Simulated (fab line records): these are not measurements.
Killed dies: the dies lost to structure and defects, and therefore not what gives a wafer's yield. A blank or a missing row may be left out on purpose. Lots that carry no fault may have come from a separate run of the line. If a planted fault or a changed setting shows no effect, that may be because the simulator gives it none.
Commonality check across tools / flow gf180mcu / Sample size 15 lots and 54 wafers

## WHY IT WAS OPENED
Of 15 lots, 3 have the reading VT_IMPLANT_TW flagged at GF_VT_IMPLANT_TW_MEAS_10. Wafers without a fault read 565, standard deviation 3.8.
Rule: a lot gets a flag if all its wafers with a number sit over 4 standard deviations from that mean, or if no wafer of it has a number. All remaining lots are regarded as sound.

lot=L282; measured=day 5 15:46; on=filmMetro-02; VT_IMPLANT_TW, wafer by wafer=570 573 572; flag=
lot=L283; measured=day 5 20:18; on=filmMetro-02; VT_IMPLANT_TW, wafer by wafer=568 573 567; flag=
lot=L286; measured=day 6 15:35; on=filmMetro-03; VT_IMPLANT_TW, wafer by wafer=565 564 567; flag=
lot=L287; measured=day 6 19:22; on=filmMetro-02; VT_IMPLANT_TW, wafer by wafer=570 567 571; flag=
lot=L291; measured=day 7 22:11; on=filmMetro-03; VT_IMPLANT_TW, wafer by wafer=695 693 690 693 695 690; flag=FLAGGED
lot=L292; measured=day 8 04:17; on=filmMetro-01; VT_IMPLANT_TW, wafer by wafer=693 696 695 695 698 693; flag=FLAGGED
lot=L293; measured=day 8 11:51; on=filmMetro-02; VT_IMPLANT_TW, wafer by wafer=698 699 698 698 699 699; flag=FLAGGED
lot=L294; measured=day 8 11:59; on=filmMetro-02; VT_IMPLANT_TW, wafer by wafer=568 567 566; flag=
lot=L297; measured=day 9 10:41; on=filmMetro-01; VT_IMPLANT_TW, wafer by wafer=559 563 561; flag=
lot=L300; measured=day 10 04:47; on=filmMetro-02; VT_IMPLANT_TW, wafer by wafer=567 567 571; flag=
lot=L301; measured=day 10 11:33; on=filmMetro-01; VT_IMPLANT_TW, wafer by wafer=565 562 559; flag=
lot=L302; measured=day 10 19:21; on=filmMetro-01; VT_IMPLANT_TW, wafer by wafer=562 565 560; flag=
lot=L303; measured=day 11 01:23; on=filmMetro-02; VT_IMPLANT_TW, wafer by wafer=568 572 570; flag=
lot=L304; measured=day 11 05:38; on=filmMetro-03; VT_IMPLANT_TW, wafer by wafer=565 565 562; flag=
lot=L305; measured=day 11 11:31; on=filmMetro-01; VT_IMPLANT_TW, wafer by wafer=561 559 561; flag=
Average over the flagged lots: 695; offset from the usual +130, equal to +34 standard deviations.

## TOOL THAT RAN EACH LOT
The record holds 1 process step before the reading, out of a route of 602 steps. Each cell gives the tool, then ch followed by the chambers the sampled wafers passed through, then the start.
lot=L282; flag=; GF_MVPSD_COAT_02=lithoTrack-01 ch 0, day 4 18:15
lot=L283; flag=; GF_MVPSD_COAT_02=lithoTrack-01 ch 0, day 4 23:02
lot=L286; flag=; GF_MVPSD_COAT_02=lithoTrack-04 ch 0, day 5 16:37
lot=L287; flag=; GF_MVPSD_COAT_02=lithoTrack-04 ch 0, day 5 20:34
lot=L291; flag=FLAGGED; GF_MVPSD_COAT_02=lithoTrack-01, day 6 22:15
lot=L292; flag=FLAGGED; GF_MVPSD_COAT_02=lithoTrack-04, day 7 04:01
lot=L293; flag=FLAGGED; GF_MVPSD_COAT_02=lithoTrack-04, day 7 10:02
lot=L294; flag=; GF_MVPSD_COAT_02=lithoTrack-04 ch 0, day 7 11:01
lot=L297; flag=; GF_MVPSD_COAT_02=lithoTrack-01 ch 0, day 8 09:21
lot=L300; flag=; GF_MVPSD_COAT_02=lithoTrack-04 ch 0, day 9 02:46
lot=L301; flag=; GF_MVPSD_COAT_02=lithoTrack-01 ch 0, day 9 08:35
lot=L302; flag=; GF_MVPSD_COAT_02=lithoTrack-04 ch 0, day 9 16:08
lot=L303; flag=; GF_MVPSD_COAT_02=lithoTrack-01 ch 0, day 9 20:57
lot=L304; flag=; GF_MVPSD_COAT_02=lithoTrack-02 ch 0, day 10 01:54
lot=L305; flag=; GF_MVPSD_COAT_02=lithoTrack-04 ch 0, day 10 07:32
These steps, and what they do:
- GF_MVPSD_COAT_02: resist thk 3000 nm.
- GF_VT_IMPLANT_TW_MEAS_10

## FLAGGED OVER TOTAL, TOOL BY TOOL (the gauges that took the reading come last)
step=GF_MVPSD_COAT_02; tool=lithoTrack-01; lots run=6; flagged=1; share of the flagged lots=some; sound lots run after its first flagged lot=3 (L297,L301,L303)
step=GF_MVPSD_COAT_02; tool=lithoTrack-02; lots run=1; flagged=0; share of the flagged lots=none; sound lots run after its first flagged lot=-
step=GF_MVPSD_COAT_02; tool=lithoTrack-04; lots run=8; flagged=2; share of the flagged lots=some; sound lots run after its first flagged lot=4 (L294,L300,L302,L305)
step=GF_VT_IMPLANT_TW_MEAS_10; tool=filmMetro-01; lots run=5; flagged=1; share of the flagged lots=some; sound lots run after its first flagged lot=4 (L297,L301,L302,L305)
step=GF_VT_IMPLANT_TW_MEAS_10; tool=filmMetro-02; lots run=7; flagged=1; share of the flagged lots=some; sound lots run after its first flagged lot=3 (L294,L300,L303)
step=GF_VT_IMPLANT_TW_MEAS_10; tool=filmMetro-03; lots run=3; flagged=1; share of the flagged lots=some; sound lots run after its first flagged lot=1 (L304)

## WHAT THE TABLE ALLOWS
No row of the table ran every flagged lot.

## WHAT HAD BEEN PUT IN BY THE SIMULATOR
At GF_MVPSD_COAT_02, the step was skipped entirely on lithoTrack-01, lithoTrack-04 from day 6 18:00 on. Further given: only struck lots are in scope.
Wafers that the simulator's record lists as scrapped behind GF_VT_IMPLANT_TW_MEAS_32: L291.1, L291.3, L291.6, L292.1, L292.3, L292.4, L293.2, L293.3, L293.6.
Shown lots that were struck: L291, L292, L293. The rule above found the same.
